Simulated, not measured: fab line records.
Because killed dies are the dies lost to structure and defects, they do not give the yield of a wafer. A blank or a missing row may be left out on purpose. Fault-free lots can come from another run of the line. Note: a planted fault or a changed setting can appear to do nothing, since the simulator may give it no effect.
Split-lot study || flow sfq_line || 23 wafers read across 5 lots, on a route 325 steps long

== SPLIT DETAILS ==
At SFQ_TRILAYER_I4_DEP_PECVD_099 (deposits SiO2 from SiH4/N2O, time 111.11 s, target thk 500 nm), the setting time_s was moved away from the recipe's 111.11 s on 7 of the 23 wafers read, by -10.6% to +9.7%. The other wafers ran this setting at the recipe's value.

The split's own step is where the reading is taken.

== THE READING ==
SiO2_of_TRILAYER_I4_DEP_PECVD_099.thk_nm (the simulator's own value, which no gauge read), in nm, at SFQ_TRILAYER_I4_DEP_PECVD_099 (deposits SiO2 from SiH4/N2O, time 111.11 s, target thk 500 nm). The file does not state a usual value for it. The 16 wafers here that ran the recipe average 500.2 nm, standard deviation 9 nm.

{"wafer": "L074.1", "tool, chamber at the split": "pecvd-02, 1", "time_s as run, s": 99.38, "against the recipe": "-10.6%", "SiO2_of_TRILAYER_I4_DEP_PECVD_099.thk_nm, nm": 448.4, "against lot-mates on the recipe": -60.5}
{"wafer": "L074.2", "tool, chamber at the split": "pecvd-02, 0", "time_s as run, s": 111.11, "against the recipe": "recipe", "SiO2_of_TRILAYER_I4_DEP_PECVD_099.thk_nm, nm": 498.6, "against lot-mates on the recipe": "-"}
{"wafer": "L074.3", "tool, chamber at the split": "pecvd-02, 2", "time_s as run, s": 111.11, "against the recipe": "recipe", "SiO2_of_TRILAYER_I4_DEP_PECVD_099.thk_nm, nm": 510.2, "against lot-mates on the recipe": "-"}
{"wafer": "L074.4", "tool, chamber at the split": "pecvd-02, 1", "time_s as run, s": 99.38, "against the recipe": "-10.6%", "SiO2_of_TRILAYER_I4_DEP_PECVD_099.thk_nm, nm": 455.7, "against lot-mates on the recipe": -53.2}
{"wafer": "L074.5", "tool, chamber at the split": "pecvd-02, 2", "time_s as run, s": 111.11, "against the recipe": "recipe", "SiO2_of_TRILAYER_I4_DEP_PECVD_099.thk_nm, nm": 517.8, "against lot-mates on the recipe": "-"}
{"wafer": "L075.1", "tool, chamber at the split": "pecvd-01, 0", "time_s as run, s": 111.11, "against the recipe": "recipe", "SiO2_of_TRILAYER_I4_DEP_PECVD_099.thk_nm, nm": 506.6, "against lot-mates on the recipe": "-"}
{"wafer": "L075.2", "tool, chamber at the split": "pecvd-01, 1", "time_s as run, s": 111.11, "against the recipe": "recipe", "SiO2_of_TRILAYER_I4_DEP_PECVD_099.thk_nm, nm": 498.4, "against lot-mates on the recipe": "-"}
{"wafer": "L075.4", "tool, chamber at the split": "pecvd-01, 0", "time_s as run, s": 111.11, "against the recipe": "recipe", "SiO2_of_TRILAYER_I4_DEP_PECVD_099.thk_nm, nm": 508.9, "against lot-mates on the recipe": "-"}
{"wafer": "L079.1", "tool, chamber at the split": "pecvd-03, 2", "time_s as run, s": 111.11, "against the recipe": "recipe", "SiO2_of_TRILAYER_I4_DEP_PECVD_099.thk_nm, nm": 485.8, "against lot-mates on the recipe": "-"}
{"wafer": "L079.3", "tool, chamber at the split": "pecvd-03, 1", "time_s as run, s": 111.11, "against the recipe": "recipe", "SiO2_of_TRILAYER_I4_DEP_PECVD_099.thk_nm, nm": 484.2, "against lot-mates on the recipe": "-"}
{"wafer": "L079.4", "tool, chamber at the split": "pecvd-03, 0", "time_s as run, s": 111.11, "against the recipe": "recipe", "SiO2_of_TRILAYER_I4_DEP_PECVD_099.thk_nm, nm": 505.5, "against lot-mates on the recipe": "-"}
{"wafer": "L079.5", "tool, chamber at the split": "pecvd-03, 1", "time_s as run, s": 111.11, "against the recipe": "recipe", "SiO2_of_TRILAYER_I4_DEP_PECVD_099.thk_nm, nm": 492.6, "against lot-mates on the recipe": "-"}
{"wafer": "L079.6", "tool, chamber at the split": "pecvd-03, 2", "time_s as run, s": 111.11, "against the recipe": "recipe", "SiO2_of_TRILAYER_I4_DEP_PECVD_099.thk_nm, nm": 492.8, "against lot-mates on the recipe": "-"}
{"wafer": "L081.2", "tool, chamber at the split": "pecvd-03, 1", "time_s as run, s": 111.11, "against the recipe": "recipe", "SiO2_of_TRILAYER_I4_DEP_PECVD_099.thk_nm, nm": 491.1, "against lot-mates on the recipe": "-"}
{"wafer": "L081.3", "tool, chamber at the split": "pecvd-03, 0", "time_s as run, s": 121.9, "against the recipe": "+9.7%", "SiO2_of_TRILAYER_I4_DEP_PECVD_099.thk_nm, nm": 554.7, "against lot-mates on the recipe": "+56.7"}
{"wafer": "L081.4", "tool, chamber at the split": "pecvd-03, 2", "time_s as run, s": 111.11, "against the recipe": "recipe", "SiO2_of_TRILAYER_I4_DEP_PECVD_099.thk_nm, nm": 500.3, "against lot-mates on the recipe": "-"}
{"wafer": "L081.5", "tool, chamber at the split": "pecvd-03, 0", "time_s as run, s": 121.9, "against the recipe": "+9.7%", "SiO2_of_TRILAYER_I4_DEP_PECVD_099.thk_nm, nm": 555.3, "against lot-mates on the recipe": "+57.3"}
{"wafer": "L081.6", "tool, chamber at the split": "pecvd-03, 1", "time_s as run, s": 111.11, "against the recipe": "recipe", "SiO2_of_TRILAYER_I4_DEP_PECVD_099.thk_nm, nm": 502.5, "against lot-mates on the recipe": "-"}
{"wafer": "L084.1", "tool, chamber at the split": "pecvd-02, 0", "time_s as run, s": 105.7, "against the recipe": "-4.9%", "SiO2_of_TRILAYER_I4_DEP_PECVD_099.thk_nm, nm": 474.8, "against lot-mates on the recipe": -29.1}
{"wafer": "L084.2", "tool, chamber at the split": "pecvd-02, 1", "time_s as run, s": 111.11, "against the recipe": "recipe", "SiO2_of_TRILAYER_I4_DEP_PECVD_099.thk_nm, nm": 499, "against lot-mates on the recipe": "-"}
{"wafer": "L084.3", "tool, chamber at the split": "pecvd-02, 2", "time_s as run, s": 105.7, "against the recipe": "-4.9%", "SiO2_of_TRILAYER_I4_DEP_PECVD_099.thk_nm, nm": 484.3, "against lot-mates on the recipe": -19.6}
{"wafer": "L084.4", "tool, chamber at the split": "pecvd-02, 1", "time_s as run, s": 105.7, "against the recipe": "-4.9%", "SiO2_of_TRILAYER_I4_DEP_PECVD_099.thk_nm, nm": 482.8, "against lot-mates on the recipe": -21.1}
{"wafer": "L084.5", "tool, chamber at the split": "pecvd-02, 0", "time_s as run, s": 111.11, "against the recipe": "recipe", "SiO2_of_TRILAYER_I4_DEP_PECVD_099.thk_nm, nm": 508.8, "against lot-mates on the recipe": "-"}

FIT RESULTS
A straight line over all 23 wafers: SiO2_of_TRILAYER_I4_DEP_PECVD_099.thk_nm changes by +4.96 nm for each +1% of time_s; r = +0.94; the points scatter about the line by 8.5 nm.
The same after taking each lot's own level away (the mean of its wafers on the recipe; 23 wafers): +5.52 nm for each +1%; r = +0.97; scatter 6.1 nm.
That fit puts the effect of the largest move of time_s on the reading at 58 nm.
Measured against the standard deviation above, the lots' own levels, which go from 492.18 to 508.87 nm, span 1.9 times it.
Thus the slope moves with the lot-to-lot level: the two fits are different.
Check: -56.3 nm against its lot-mates is what the line predicts for one of the wafers moved furthest among these (-10.6%) when that wafer is left out of the fit. It came out at -60.5 nm against them.

== ADDITIONAL SPLITS CARRIED BY THESE WAFERS ==
These wafers also went through other splits before the reading. Each is held against what the fit with the lots' levels taken away leaves over:
{"other split on the same wafers": "SFQ_TRILAYER_I2_VIA_BARC_OPEN_VIA_ETCH_096 time_s", "wafers away from the commonest value": 6, "r with SiO2_of_TRILAYER_I4_DEP_PECVD_099.thk_nm (lot level and that fit taken away)": -0.22}
{"other split on the same wafers": "SFQ_TRILAYER_M3_LITHO_COAT_075 spin_rpm", "wafers away from the commonest value": 4, "r with SiO2_of_TRILAYER_I4_DEP_PECVD_099.thk_nm (lot level and that fit taken away)": -0.20}
{"other split on the same wafers": "SFQ_TRILAYER_M4_LITHO_COAT_093 resist_thk_nm", "wafers away from the commonest value": 11, "r with SiO2_of_TRILAYER_I4_DEP_PECVD_099.thk_nm (lot level and that fit taken away)": "+0.04"}

== THE WHOLE CHAIN: every reading that the file lists as answering this split, in the file's order ==
{"step": "SFQ_TRILAYER_I4_DEP_PECVD_099", "what it does": "deposits SiO2 from SiH4/N2O, time 111.11 s, target thk 500 nm", "reading": "SiO2_of_TRILAYER_I4_DEP_PECVD_099.thk_nm (the simulator's own value, which no gauge read)", "change (the file's fit)": "+5.52 nm for each +1% of the setting", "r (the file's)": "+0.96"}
{"step": "SFQ_TRILAYER_I4_CMP_CMP_100", "what it does": "polishes SiO2", "reading": "time_to_endpoint_s", "change (the file's fit)": "withheld for each +1% of the setting", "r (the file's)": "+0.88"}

== THE FILE'S OWN FIT ==
SiO2_of_TRILAYER_I4_DEP_PECVD_099.thk_nm changes by +5.52 nm for each +1% of time_s, r = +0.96.
